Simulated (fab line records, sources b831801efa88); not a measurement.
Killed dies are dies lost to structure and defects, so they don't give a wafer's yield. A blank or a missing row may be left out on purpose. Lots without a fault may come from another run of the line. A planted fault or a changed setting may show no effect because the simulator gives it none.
fab line records | flow sfq_line
record lots=14 wafers=42 last_day=83
route steps=325 shown I2@111
lots that met no fault: from a run of the same line without faults
start_h: hours from the record's first day to the start of the lot's first wafer shown | wait_h: hours since the lot's step before | " the same as in the row above | L1.1+2: a row that stands for several wafers | - no value, or no start given | * or withheld: withheld | < > ~ a bound
route shown NAME@n: a module of which the file shows steps, and the number in the route of the first | usual: mean/standard deviation of fault-free wafers | same: alike in all rows | chamber/n: place in a boat | sites: the reading at each site | _std_site: their standard deviation | _edge_site: outer sites' mean less inner sites' | radius_mm: how far each site lies from the wafer's centre | mask NAME#n: copy n | behind: the tool/chamber that last shaped the wafer | hold: why the lot was held/for how many hours/how that ended | device: the transistor (n, p or np) that didn't switch | end of line: the same wafers' tests at the end of the route | a step without rows: its recipe alone | killed: dies lost to structure and defects at the first sort, not the wafer's yield | map: a wafer's dies, x killed, . not, _ none there
set.NAME: the setting as run; set.NAME@STEP: as run at that earlier step | model.NAME: the simulator's own value behind a step, which no gauge read
steps of the route over a sample of lots; a table a step, a row a wafer
## steps
# step SFQ_TRILAYER_I2_VIA_LITHO_PEB_070
# recipe peb_temp_c=115 peb_time_s=60 resist=KrF
# usual heater_power_total_W=79.15/0.071 plate_temp_C=114.98/0.12
# columns lot.wafer tool chamber start_h wait_h heater_power_total_W plate_temp_C
L129.1 litho_track-02 0 678.66 1.0 79.11 115.07
L129.4 " 0 " " 79.24 115.10
L129.6 " 0 " " 79.25 114.91
L130.1 litho_track-02 0 731.95 1.0 79.21 114.92
L130.5 " 0 " " 79.10 114.77
L130.6 " 0 " " 79.21 115.02
L131.2 litho_track-04 0 737.98 0.8 79.16 115.12
L131.3 " 0 " " 79.19 114.96
L131.6 " 0 " " 79.23 114.95
L133.1 litho_track-01 0 899.62 1.0 79.07 114.66
L133.2 " 0 " " 79.10 114.93
L133.5 " 0 " " 79.20 114.94
L134.1 litho_track-01 0 903.22 1.0 78.98 115.23
L134.2 " 0 " " 79.10 114.91
L134.6 " 0 " " 79.09 115.06
L135.1 litho_track-02 0 916.42 1.0 79.31 114.94
L135.5 " 0 " " 79.18 115.08
L135.6 " 0 " " 79.27 115.15
L137.2 litho_track-01 0 938.77 0.8 79.23 114.99
L137.5 " 0 " " 79.13 114.90
L137.6 " 0 " " 79.21 114.87
L142.1 litho_track-01 0 977.07 1.0 79.23 114.94
L142.2 " 0 " " 79.21 114.86
L142.5 " 0 " " 79.04 115.00
L143.3 litho_track-01 0 992.72 0.7 77.87 113.65
L143.4 " 0 " " 77.88 113.30
L143.6 " 0 " " 77.87 113.66
L144.1 litho_track-01 0 1002.27 1.0 78.08 113.47
L144.2 " 0 " " 78.00 113.46
L144.3 " 0 " " 77.89 113.73
L148.1 litho_track-01 0 1082.67 1.0 79.08 114.97
L148.4 " 0 " " 79.08 114.98
L148.6 " 0 " " 79.23 115.05
L149.1 litho_track-01 0 1087.47 1.0 79.21 115.03
L149.3 " 0 " " 79.17 114.86
L149.5 " 0 " " 79.17 114.94
L150.3 litho_track-01 0 1091.12 0.7 79.23 115.21
L150.4 " 0 " " 79.25 115.01
L150.5 " 0 " " 79.21 114.98
L152.1 litho_track-04 0 1094.67 1.0 79.19 115.02
L152.3 " 0 " " 79.15 114.89
L152.5 " 0 " " 79.16 114.97
## key
first_sign step=SFQ_TRILAYER_I2_VIA_LITHO_PEB_070 reading=heater_power_total_W direction=down sigmas=17 usual=79.15 struck=77.93
effect step=SFQ_TRILAYER_I2_VIA_LITHO_PEB_070 reading=plate_temp_C direction=down sigmas=12 usual=* struck=*
met_at SFQ_TRILAYER_I2_VIA_LITHO_PEB_070
struck_lots L143,L144
onset_between 977.07 992.72
fault kind=process_parameter_drift tool=litho_track-01 chamber=- onset_h=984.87 steps=SFQ_TRILAYER_I2_VIA_LITHO_PEB_070 channel=peb_temp_c offset=* shape=step end_h=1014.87 acts_in=* stated=*
